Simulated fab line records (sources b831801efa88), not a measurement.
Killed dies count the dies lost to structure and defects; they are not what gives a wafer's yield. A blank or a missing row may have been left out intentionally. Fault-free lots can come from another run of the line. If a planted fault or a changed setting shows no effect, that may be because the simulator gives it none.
Tool commonality check -- flow sfqLine -- 15 lots, 45 wafers sampled

## THE REASON FOR OPENING IT
SFQ_L0_RS_MEAS_901, reading L0_MONX_KI_RS: flagged on 3 of 15 lots. Fault-free wafers read 43.7 ohm/sq, with a standard deviation of 0.6.
Rule: flag the lot when none of its wafers has a number, or when each of its wafers that has one lies beyond 4 standard deviations from that mean. The rest of the lots are taken to be sound.

lot,measured,on,"L0_MONX_KI_RS (ohm/sq), wafer by wafer",flag
L890,day 1 12:34,filmMetro-03,44.0 44.0 43.7,
L891,day 1 17:34,filmMetro-04,43.5 43.1 43.6,
L892,day 1 22:35,filmMetro-02,42.3 42.8 42.8,
L893,day 2 03:34,filmMetro-04,44.2 42.4 43.5,
L894,day 2 08:52,filmMetro-04,22.0 22.0 21.9,FLAGGED
L895,day 2 13:37,filmMetro-04,43.2 44.0 43.7,
L896,day 2 18:48,filmMetro-03,22.0 21.9 21.9,FLAGGED
L898,day 3 04:36,filmMetro-03,43.2 43.7 43.1,
L904,day 4 10:48,filmMetro-02,22.1 21.9 22.1,FLAGGED
L906,day 4 20:34,filmMetro-03,43.6 43.3 43.7,
L907,day 5 01:36,filmMetro-02,43.1 43.0 44.0,
L909,day 5 11:35,filmMetro-04,44.6 43.8 43.6,
L910,day 5 16:35,filmMetro-02,42.8 43.6 43.9,
L911,day 5 21:34,filmMetro-04,44.2 43.3 43.7,
L913,day 6 07:34,filmMetro-02,44.5 43.5 44.0,
The mean of the flagged lots' numbers is 22.0 ohm/sq, -21.7 ohm/sq from the usual (-36 standard deviations).

## TOOL THAT RAN EACH LOT
The record holds 1 process step before the reading, out of a route of 325 steps. Read each cell as the tool, then ch plus the chambers that the sampled wafers visited, then the start.
lot,flag,SFQ_TRILAYER_L0_DEP_SPUTTER_003
L890,,"pvdSputter-06, day 1 12:29"
L891,,"pvdSputter-04, day 1 17:29"
L892,,"pvdSputter-06, day 1 22:29"
L893,,"pvdSputter-05, day 2 03:29"
L894,FLAGGED,"pvdSputter-04, day 2 08:29"
L895,,"pvdSputter-04, day 2 13:29"
L896,FLAGGED,"pvdSputter-06, day 2 18:29"
L898,,"pvdSputter-05, day 3 04:29"
L904,FLAGGED,"pvdSputter-04, day 4 10:29"
L906,,"pvdSputter-06, day 4 20:29"
L907,,"pvdSputter-06, day 5 01:29"
L909,,"pvdSputter-04, day 5 11:29"
L910,,"pvdSputter-05, day 5 16:29"
L911,,"pvdSputter-05, day 5 21:29"
L913,,"pvdSputter-05, day 6 07:29"
These steps, and what they do:
- SFQ_TRILAYER_L0_DEP_SPUTTER_003: material MoNx KI, target thk 40 nm, time 100 s.
- SFQ_L0_RS_MEAS_901: measures by four-point-probe.

## FLAGGED OVER TOTAL, TOOL BY TOOL (the gauges that took the reading come last)
step,tool,lots run,flagged,share of the flagged lots,sound lots run after its first flagged lot
SFQ_TRILAYER_L0_DEP_SPUTTER_003,pvdSputter-04,5,2,some,"2 (L895,L909)"
SFQ_TRILAYER_L0_DEP_SPUTTER_003,pvdSputter-05,5,0,none,-
SFQ_TRILAYER_L0_DEP_SPUTTER_003,pvdSputter-06,5,1,some,"2 (L906,L907)"
SFQ_L0_RS_MEAS_901,filmMetro-02,5,1,some,"3 (L907,L910,L913)"
SFQ_L0_RS_MEAS_901,filmMetro-03,4,1,some,"2 (L898,L906)"
SFQ_L0_RS_MEAS_901,filmMetro-04,6,1,some,"3 (L895,L909,L911)"

## THE TABLE: WHAT IT ALLOWS
No row of the table ran every flagged lot.

## WHAT THE SIMULATOR HAD INSERTED
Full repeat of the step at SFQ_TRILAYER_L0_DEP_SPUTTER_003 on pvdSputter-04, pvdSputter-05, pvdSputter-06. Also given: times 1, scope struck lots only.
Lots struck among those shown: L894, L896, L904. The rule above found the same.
